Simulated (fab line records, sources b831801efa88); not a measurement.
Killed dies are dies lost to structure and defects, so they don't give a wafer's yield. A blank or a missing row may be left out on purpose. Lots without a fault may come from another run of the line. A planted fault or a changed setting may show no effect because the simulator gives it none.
fab line records | flow sky130
record lots=9 wafers=27 last_day=50
route steps=708 shown CONTACT@420 METAL1@452 CAPM@539 PAD_OPEN@708
lots that met no fault: from a run of the same line without faults
start_h: hours from the record's first day to the start of the lot's first wafer shown | wait_h: hours since the lot's step before | " the same as in the row above | L1.1+2: a row that stands for several wafers | - no value, or no start given | * or withheld: withheld | < > ~ a bound
route shown NAME@n: a module of which the file shows steps, and the number in the route of the first | usual: mean/standard deviation of fault-free wafers | same: alike in all rows | chamber/n: place in a boat | sites: the reading at each site | _std_site: their standard deviation | _edge_site: outer sites' mean less inner sites' | radius_mm: how far each site lies from the wafer's centre | mask NAME#n: copy n | behind: the tool/chamber that last shaped the wafer | hold: why the lot was held/for how many hours/how that ended | device: the transistor (n, p or np) that didn't switch | end of line: the same wafers' tests at the end of the route | a step without rows: its recipe alone | killed: dies lost to structure and defects at the first sort, not the wafer's yield | map: a wafer's dies, x killed, . not, _ none there
set.NAME: the setting as run; set.NAME@STEP: as run at that earlier step | model.NAME: the simulator's own value behind a step, which no gauge read
steps of the route over a sample of lots; a table a step, a row a wafer
services: from which hour (start_h, from the record's first day; less than 0 if before it) a tool's chamber was out of use, for how many hours, and why
## steps
# step SKY_CONTACT_CD_MEAS_14
# recipe target_cd_nm=170
# usual cd_nm=170.1/1.5
# columns lot.wafer tool chamber start_h wait_h cd_nm
L480.1 cd_sem-01 - 736.54 - 170.3
L480.2 " - " " 169.5
L480.3 " - " " 169.7
L484.1 cd_sem-01 - 776.34 - 167.9
L484.3 " - " " 168.5
L484.6 " - " " 168.0
L488.4 cd_sem-02 - 795.77 - 171.6
L488.5 " - " " 171.7
L488.6 " - " " 171.3
L490.2 cd_sem-02 - 806.40 - 169.8
L490.3 " - " " 170.4
L490.5 " - " " 171.2
L491.1 cd_sem-01 - 827.23 - 170.3
L491.4 " - " " 169.3
L491.6 " - " " 168.2
L492.2 cd_sem-01 - 835.15 - 169.1
L492.3 " - " " 169.1
L492.4 " - " " 171.9
L493.1 cd_sem-02 - 841.19 - 170.2
L493.3 " - " " 172.1
L493.4 " - " " 171.2
L500.1 cd_sem-02 - 885.68 - 169.3
L500.3 " - " " 167.0
L500.6 " - " " 168.3
L503.1 cd_sem-01 - 905.68 - 168.5
L503.3 " - " " 169.9
L503.6 " - " " 169.8
# step SKY_CONTACT_ETCH_17
# recipe target=SiO2 chemistry=C4F8/O2/Ar stop_on=Si3N4 mask_material=KrF-thick source_w=1500 bias_w=1200 pressure_mtorr=40 c4f8_flow_sccm=withheld O2_flow_sccm=6 Ar_flow_sccm=300 time_s=withheld target_depth_a=3400
# usual oes_product_au=0.891/0.0045 rf_fwd_power_W=1488/6.8
# columns lot.wafer tool chamber start_h wait_h oes_product_au rf_fwd_power_W
L480.1 rie_diel-02 0 736.74 0.0 0.891 1483
L480.2 " 1 " " 0.893 1473
L480.3 " 2 " " 0.892 1492
L484.1 rie_diel-02 0 776.54 0.0 0.892 1491
L484.3 " 3 " " 0.892 1488
L484.6 " 3 " " 0.892 1497
L488.4 rie_diel-03 2 795.91 0.0 0.883 1494
L488.5 " 2 " " 0.884 1495
L488.6 " 1 " " 0.891 1492
L490.2 rie_diel-03 2 806.57 0.0 0.892 1481
L490.3 " 1 " " 0.894 1497
L490.5 " 1 " " 0.892 1492
L491.1 rie_diel-03 1 827.42 0.0 0.895 1489
L491.4 " 0 " " 0.892 1491
L491.6 " 2 " " 0.889 1489
L492.2 rie_diel-03 2 835.32 0.0 0.899 1487
L492.3 " 1 " " 0.888 1496
L492.4 " 3 " " 0.886 1485
L493.1 rie_diel-04 0 841.39 0.0 0.893 1480
L493.3 " 1 " " 0.894 1492
L493.4 " 1 " " 0.892 1492
L500.1 rie_diel-03 2 885.88 0.0 0.889 1495
L500.3 " 0 " " 0.887 1485
L500.6 " 1 " " 0.884 1496
L503.1 rie_diel-03 3 905.88 0.0 0.893 1487
L503.3 " 0 " " 0.888 1493
L503.6 " 1 " " 0.885 1485
# step SKY_METAL1_ETCH_18
# recipe chemistry=N2/H2 target=BARC ion_energy_ev=200 bias_w=100 pressure_mtorr=30 n2_flow_sccm=100 h2_flow_sccm=200 icp_w=500 stop_on=SiO2 time_s=45.9 target_depth_a=600
# usual drypump_motor_current_A=5.9/0.5 he_backside_leak_sccm=3.31/0.15 oes_product_au=0.855/0.005 rf_fwd_power_W=494.1/2.4 throttle_valve_pct=13.224/0.0092
# columns lot.wafer tool chamber start_h wait_h drypump_motor_current_A he_backside_leak_sccm oes_product_au rf_fwd_power_W rf_hours_counter_h throttle_valve_pct
L480.1 rie_metal-03 1 765.06 0.1 6.0 3.27 0.855 495.1 5 13.221
L480.2 " 1 " " 6.0 3.13 0.861 493.6 - 13.234
L480.3 " 1 " " 6.0 3.23 0.855 494.0 - 13.234
L484.1 rie_metal-03 1 804.56 0.0 6.0 3.06 0.854 495.0 6 13.224
L484.3 " 0 " " 6.5 3.53 0.851 498.2 - 13.202
L484.6 " 1 " " 6.0 3.10 0.862 494.5 - 13.243
L488.4 rie_metal-03 0 824.43 0.0 6.5 3.34 0.858 498.4 - 13.232
L488.5 " 1 " " 6.0 3.20 0.859 496.3 - 13.239
L488.6 " 0 " " 6.5 3.49 0.849 500.0 - 13.213
L490.2 rie_metal-03 0 834.78 0.0 6.5 3.27 0.857 498.1 2 13.246
L490.3 " 0 " " 6.5 3.48 0.861 498.2 - 13.230
L490.5 " 1 " " 6.0 3.03 0.855 494.9 - 13.223
L491.1 rie_metal-03 0 855.10 0.0 6.5 3.45 0.859 495.6 3 13.213
L491.4 " 1 " " 6.1 3.10 0.860 494.3 - 13.210
L491.6 " 1 " " 6.0 3.11 0.855 494.4 - 13.221
L492.2 rie_metal-01 0 863.23 0.0 6.2 3.20 0.850 492.8 9 13.238
L492.3 " 0 " " 6.2 3.18 0.865 492.6 - 13.225
L492.4 " 1 " " 5.1 3.44 0.850 492.6 - 13.224
L493.1 rie_metal-02 1 869.03 0.0 5.3 3.18 0.865 492.3 4 13.221
L493.3 " 0 " " 5.7 3.49 0.855 491.1 - 13.224
L493.4 " 1 " " 5.3 3.38 0.853 492.7 - 13.228
L500.1 rie_metal-02 1 913.21 0.0 5.4 3.58 0.861 493.8 6 13.214
L500.3 " 1 " " 5.3 3.48 0.856 492.9 - 13.229
L500.6 " 0 " " 5.8 3.28 0.850 491.5 - 13.224
L503.1 rie_metal-01 0 932.25 0.0 6.2 3.18 0.857 493.8 12 13.219
L503.3 " 1 " " 5.0 3.29 0.856 492.0 - 13.230
L503.6 " 0 " " 6.2 3.18 0.851 492.0 - 13.233
# step SKY_CAPM_SPUTTER_02
# recipe material=TiN target_thk_nm=200 temp_c=300 power_w=6500 time_s=166.7 chamber_pressure_pa=0.4
# usual throttle_valve_pct=29.8/0.82
# columns lot.wafer tool chamber start_h wait_h throttle_valve_pct
L480.1 pvd_sputter-02 - 850.51 0.1 29.9
L480.2 " - " " 28.8
L480.3 " - " " 28.8
L484.1 pvd_sputter-03 - 889.15 0.1 30.2
L484.3 " - " " 30.4
L484.6 " - " " 30.4
L488.4 pvd_sputter-03 - 908.94 0.0 29.9
L488.5 " - " " 30.2
L488.6 " - " " 29.8
L490.2 pvd_sputter-03 - 918.91 0.0 29.7
L490.3 " - " " 29.9
L490.5 " - " " 29.5
L491.1 pvd_sputter-02 - 936.81 0.1 29.4
L491.4 " - " " 28.7
L491.6 " - " " 30.0
L492.2 pvd_sputter-04 - 946.00 0.0 31.2
L492.3 " - " " 30.8
L492.4 " - " " 30.0
L493.1 pvd_sputter-03 - 950.45 0.1 30.1
L493.3 " - " " 30.1
L493.4 " - " " 29.6
L500.1 pvd_sputter-04 - 992.39 0.1 31.1
L500.3 " - " " 31.0
L500.6 " - " " 31.1
L503.1 pvd_sputter-03 - 1009.42 0.1 29.4
L503.3 " - " " 30.0
L503.6 " - " " 29.3
# step SKY_CAPM_RS_MEAS_03
# recipe thk_meas_gauge=four-point-probe reads=TiN_of_CAPM_SPUTTER_02
# usual CAPM_TIN_RS=6.92/0.098
# columns lot.wafer tool chamber start_h wait_h CAPM_TIN_RS[ohm/sq]
L480.1 film_metro-04 - 850.62 0.1 6.79
L480.2 " - " " 6.87
L480.3 " - " " 6.75
L484.1 film_metro-02 - 889.26 0.1 6.99
L484.3 " - " " 7.10
L484.6 " - " " 6.96
L488.4 film_metro-01 - 909.11 0.1 6.97
L488.5 " - " " 6.91
L488.6 " - " " 7.01
L490.2 film_metro-01 - 919.04 0.1 6.49
L490.3 " - " " 6.97
L490.5 " - " " 6.86
L491.1 film_metro-04 - 936.92 0.1 7.10
L491.4 " - " " 6.76
L491.6 " - " " 6.98
L492.2 film_metro-02 - 946.13 0.1 7.02
L492.3 " - " " 6.87
L492.4 " - " " 6.92
L493.1 film_metro-02 - 950.56 0.1 6.86
L493.3 " - " " 6.77
L493.4 " - " " 6.56
L500.1 film_metro-02 - 992.50 0.1 6.93
L500.3 " - " " 6.84
L500.6 " - " " 6.96
L503.1 film_metro-02 - 1009.53 0.1 7.01
L503.3 " - " " 6.93
L503.6 " - " " 6.72
# step SKY_CAPM_THK_MEAS_04
# recipe thk_meas_gauge=xrf reads=TiN_of_CAPM_SPUTTER_02
# usual CAPM_TIN_THK=193.9/2.8
# columns lot.wafer tool chamber start_h wait_h CAPM_TIN_THK[nm]
L480.1 film_metro-04 - 850.74 0.1 196.6
L480.2 " - " " 194.9
L480.3 " - " " 199.2
L484.1 film_metro-02 - 889.38 0.1 192.2
L484.3 " - " " 188.5
L484.6 " - " " 191.9
L488.4 film_metro-01 - 909.20 0.1 193.9
L488.5 " - " " 194.5
L488.6 " - " " 192.8
L490.2 film_metro-01 - 919.15 0.1 207.7
L490.3 " - " " 193.1
L490.5 " - " " 196.9
L491.1 film_metro-04 - 939.89 3.0 188.6
L491.4 " - " " 198.6
L491.6 " - " " 193.1
L492.2 film_metro-02 - 946.24 0.1 191.4
L492.3 " - " " 195.9
L492.4 " - " " 193.6
L493.1 film_metro-02 - 950.68 0.1 195.8
L493.3 " - " " 196.6
L493.4 " - " " 204.6
L500.1 film_metro-02 - 992.62 0.1 192.5
L500.3 " - " " 194.2
L500.6 " - " " 191.6
L503.1 film_metro-02 - 1009.65 0.1 190.2
L503.3 " - " " 193.5
L503.6 " - " " 198.2
# step SKY_CAPM_METAL_ETCH_13
# recipe target_depth_nm=220 stop_on=SiO2 chemistry=Cl2/BCl3 target=TiN pressure_mtorr=10 icp_w=900 bias_w=48.5 Cl2_flow_sccm=60 bcl3_flow_sccm=30 time_s=62.9
# usual drypump_motor_current_A=5.8/0.5 he_backside_leak_sccm=3.31/0.15 oes_product_au=0.941/0.0089 rf_fwd_power_W=894/3.3 throttle_valve_pct=21.902/0.011
# columns lot.wafer tool chamber start_h wait_h drypump_motor_current_A he_backside_leak_sccm oes_product_au rf_fwd_power_W rf_hours_counter_h throttle_valve_pct
L480.1 rie_metal-01 0 876.13 0.0 6.2 3.12 0.946 891 10 21.888
L480.2 " 1 " " 5.0 3.51 0.952 890 11 21.897
L480.3 " 0 " " 6.1 3.19 0.951 890 - 21.882
L484.1 rie_metal-03 0 914.18 0.0 6.4 3.34 0.936 895 5 21.910
L484.3 " 0 " " 6.5 3.28 0.917 896 - 21.915
L484.6 " 0 " " 6.5 3.51 0.937 899 - 21.913
L488.4 rie_metal-04 0 933.57 0.0 5.5 3.24 0.942 892 - 21.905
L488.5 " 1 " " 5.5 3.55 0.956 898 - 21.899
L488.6 " 0 " " 5.5 3.58 0.939 891 - 21.910
L490.2 rie_metal-04 0 943.26 0.0 5.5 3.00 0.973 894 4 21.869
L490.3 " 0 " " 5.5 3.10 0.941 893 - 21.906
L490.5 " 0 " " 5.5 3.29 0.940 893 - 21.913
L491.1 rie_metal-01 0 963.11 0.0 6.2 3.25 0.930 890 14 21.912
L491.4 " 1 " " 5.0 3.44 0.959 890 - 21.895
L491.6 " 0 " " 6.2 3.14 0.940 896 - 21.907
L492.2 rie_metal-01 1 969.41 0.0 5.0 3.41 0.934 897 15 21.906
L492.3 " 0 " " 6.2 3.24 0.945 893 - 21.894
L492.4 " 1 " " 5.0 3.47 0.939 889 - 21.908
L493.1 rie_metal-01 1 974.28 0.0 5.0 3.44 0.947 895 16 21.919
L493.3 " 0 " " 6.2 3.25 0.946 891 - 21.898
L493.4 " 1 " " 5.0 3.41 0.962 892 - 21.871
L500.1 rie_metal-03 1 1015.70 0.0 6.0 3.20 0.934 891 16 21.905
L500.3 " 0 " " 6.5 3.36 0.953 894 - 21.909
L500.6 " 1 " " 6.0 3.13 0.933 898 - 21.907
L503.1 rie_metal-03 0 1031.65 0.0 6.5 3.49 0.933 899 11 21.888
L503.3 " 0 " " 6.5 3.35 0.936 899 - 21.890
L503.6 " 0 " " 6.5 3.61 0.963 896 - 21.885
# step SKY_PAD_OPEN_PROBE_99
# usual defect_limited_yield=82.5/1.7 killed_at_M0_to_M3=42/6.1 killed_at_M4_up=3.1/1.7 killed_at_contacts=24/5.5 killed_at_front_end=16/4.1 killed_at_other=0.3/0.57 killed_dies=86/8.2 killed_open=47/6.8 killed_short=38/5.8 sort_bin_3_pad_short=0.8/0.42 sort_bin_5_function=10.2/1.3 sort_bin_6_memory=6.4/1 sort_n_pass=406/8.2 sort_yield_pct=82.5/1.7
# same gross_dies=492 killed_at_back_side=0 sort_bin_4_leakage[%]=0 sort_bin_8_speed[%]=0
# columns lot.wafer tool chamber start_h wait_h defect_limited_yield[%] killed_at_M0_to_M3 killed_at_M4_up killed_at_contacts killed_at_front_end killed_at_other killed_dies killed_open killed_short sort_bin_3_pad_short[%] sort_bin_5_function[%] sort_bin_6_memory[%] sort_n_pass sort_yield_pct[%]
L493.1 prober-01 - 1153.74 0.1 84.1 30 4 29 15 0 78 43 35 0.6 8.9 6.3 414 84.1
L493.3 prober-01 - 1153.84 0.2 83.9 32 7 28 12 0 79 49 30 0.6 8.9 6.5 413 83.9
L493.4 prober-01 - 1153.89 0.2 81.7 44 4 26 15 1 90 50 40 0.2 10.2 7.9 402 81.7
# killed by level:class
L493.1 VIA1:geometric_particle:open=11 CONTACT:geometric_particle:open=10 LI_CONTACT:geometric_particle:open=8 METAL2:geometric_particle:short=6 CONTACT:geometric_particle:short=5 POLY_GATE:geometric_particle:open=4 POLY_GATE:geometric_particle:short=4 LOCAL_INTERCONNECT:geometric_particle:short=4
L493.3 LI_CONTACT:geometric_particle:open=9 CONTACT:geometric_particle:open=9 VIA2:geometric_particle:open=9 METAL4:geometric_particle:short=5 FIELD_ISO:geometric_particle:short=4 FIELD_ISO:geometric_particle:open=4 LOCAL_INTERCONNECT:geometric_particle:short=4 METAL1:geometric_particle:short=4
L493.4 VIA1:geometric_particle:open=10 CONTACT:geometric_particle:open=8 LI_CONTACT:geometric_particle:open=7 METAL2:geometric_particle:short=7 METAL1:geometric_particle:short=6 FIELD_ISO:geometric_particle:open=5 VIA3:geometric_particle:open=5 LOCAL_INTERCONNECT:geometric_particle:short=5
## services
# columns tool chamber start_h hours kind
rie_diel-02 3 740.71 34.0 repair
rie_diel-03 2 740.72 3.3 repair
rie_diel-02 1 745.64 4.6 repair
rie_diel-02 0 745.66 7.8 repair
pvd_sputter-04 - 753.22 3.7 repair
rie_metal-02 - 755.01 14.0 repair
rie_diel-03 2 755.14 17.2 repair
pvd_sputter-03 - 771.79 1.0 repair
rie_diel-03 1 781.05 2.6 repair
pvd_sputter-02 - 781.91 27.5 repair
rie_diel-02 1 824.85 2.2 repair
rie_metal-03 - 838.19 2.5 repair
pvd_sputter-02 - 844.04 1.2 repair
pvd_sputter-02 - 845.29 1.3 repair
pvd_sputter-02 - 845.80 3.6 repair
rie_metal-02 - 851.35 14.6 pm
rie_metal-01 - 854.96 2.8 pm
pvd_sputter-02 - 887.66 3.5 repair
rie_diel-02 - 907.11 3.1 repair
pvd_sputter-03 - 912.59 0.9 repair
pvd_sputter-03 - 920.81 3.0 repair
pvd_sputter-03 - 981.53 1.4 repair
rie_diel-03 2 1012.11 2.4 repair
rie_metal-03 - 1021.09 1.5 repair
## key
first_sign step=SKY_CAPM_RS_MEAS_03 reading=CAPM_TIN_RS direction=down sigmas=4 usual=6.92 struck=6.53
effect step=SKY_CAPM_THK_MEAS_04 reading=CAPM_TIN_THK direction=up sigmas=4.3 usual=193.9 struck=206.1
effect step=SKY_CAPM_METAL_ETCH_13 reading=oes_product_au direction=up sigmas=3 usual=0.941 struck=0.968
met_at SKY_CAPM_SPUTTER_02
struck_lots L490,L493
struck_wafers L490.2,L493.4
not_acting_at SKY_CONTACT_CD_MEAS_14,SKY_CONTACT_ETCH_17,SKY_METAL1_ETCH_18
onset_between 908.94 918.91
fault kind=process_parameter_drift tool=pvd_sputter-03 chamber=- onset_h=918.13 steps=SKY_CAPM_SPUTTER_02 channel=target_thk_nm offset=12.777 shape=step end_h=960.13 acts_in=these_recipes_only stated=200 scope=struck_wafers_only
